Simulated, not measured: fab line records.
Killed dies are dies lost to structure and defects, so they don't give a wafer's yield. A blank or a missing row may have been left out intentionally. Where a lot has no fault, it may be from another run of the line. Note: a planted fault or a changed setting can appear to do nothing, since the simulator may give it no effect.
Code-filled problem report in 8D (eight disciplines) form || flow sfq_line || the parts of the form that need people (team, actions taken, sign-off) are left out

1. WHAT IS WRONG
oes_product_au at SFQ_TRILAYER_L0_VIA_ETCH_VIA_ETCH_016 reads a mean of 0.990 a.u. on 2 wafers of 2 lots; wafers without a fault read 0.841 a.u. with a standard deviation of 0.0075. That puts it +20 standard deviations away from the usual mean.
The step: etches SiO2 in CHF3, stops on MoNx KI, target depth 80 nm.
Earliest sighting: wafer L220.5 on rie_diel-02 at day 10 10:36. The record holds 41 wafers of 14 lots with a number at this step. The rule behind "out" and "out of limits": a value lying over 4 standard deviations away from the usual mean. All remaining wafers that have a number are taken as sound.

2. WHAT THIS IS AND IS NOT
{"question": "which readings at this step", "is": "oes_product_au", "is not": "drypump_motor_current_A"}
{"question": "which lots", "is": "L220, L223", "is not": "L211, L212, L213, L214, L217, L227, L228, L229, L230, L231, L232, L234"}
{"question": "which wafers of those lots", "is": "L220.5, L223.2", "is not": "L220.1, L223.3, L223.6"}
{"question": "read on which tools", "is": "rie_diel-02, rie_diel-04", "is not": "rie_diel-01"}
{"question": "when", "is": "from day 10 10:36", "is not": "up to then (16 sound wafers); but 23 sound wafers of L223, L227, L228, L229, L230, L231, L232, L234 came after"}

3. SUSPECTS, AND WHAT RULES EACH OUT
Counting: a tool at a process step up to the reading stays a suspect if it ran every lot that is out. Sound lots after the first of them don't rule it out here, since some wafers of a struck lot are sound.
- pecvd-01 at SFQ_TRILAYER_L0_CAP_PECVD_011 (deposits SiO2 from SiH4/N2O, time 13.333 s, target thk 60 nm): kept. It ran every lot that is out, first L220 (day 6 11:11); its last sound lot up to then is L217 (day 5 17:54).
- In pecvd-01 at SFQ_TRILAYER_L0_CAP_PECVD_011, the wafers that are out were processed in chamber 1 and their sound lot-mates in chambers 0, 2.
Left after counting: pecvd-01 at SFQ_TRILAYER_L0_CAP_PECVD_011.

4. THE CAUSE (what the simulator had put in)
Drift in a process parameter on pecvd-01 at SFQ_TRILAYER_L0_CAP_PECVD_011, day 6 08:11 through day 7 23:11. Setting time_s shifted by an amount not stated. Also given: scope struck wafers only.
After counting, this tool was the only one left.

5. SEQUENCE OF EFFECTS, ordered by route
Each row: a reading whose mean over the struck wafers that have a number lies more than 3 standard deviations from the usual. Readings are gone through only where the record gives a usual standard deviation; hours: the median, over the lots, of the time from a lot's start at the first step in this table giving one to that lot's start at this step; sigmas: the change measured in usual standard deviations.
{"hours": 0, "step": "SFQ_TRILAYER_L0_VIA_ETCH_VIA_ETCH_016", "reading": "oes_product_au", "usual": "0.841 a.u.", "on struck wafers": 0.990, "change": "+0.149", "sigmas": "+20"}
Its process steps:
- SFQ_TRILAYER_L0_VIA_ETCH_VIA_ETCH_016: etches SiO2 in CHF3, stops on MoNx KI, target depth 80 nm.

6. WHAT WOULD HAVE CAUGHT IT SOONER
98 hours passed between the start of the fault at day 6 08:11 and the first reading out of limits in this record, taken at day 10 10:36.
Tool readings at SFQ_TRILAYER_L0_CAP_PECVD_011 with a usual standard deviation given in the record: none out on any struck wafer, hence no alarm at a limit of 4 standard deviations on them.
The start of SFQ_TRILAYER_L0_CAP_PECVD_011 on pecvd-01 came by day 10 10:36 for every one of the lots that are out (2). Had the tool been put on hold then, not one of them would have been saved.
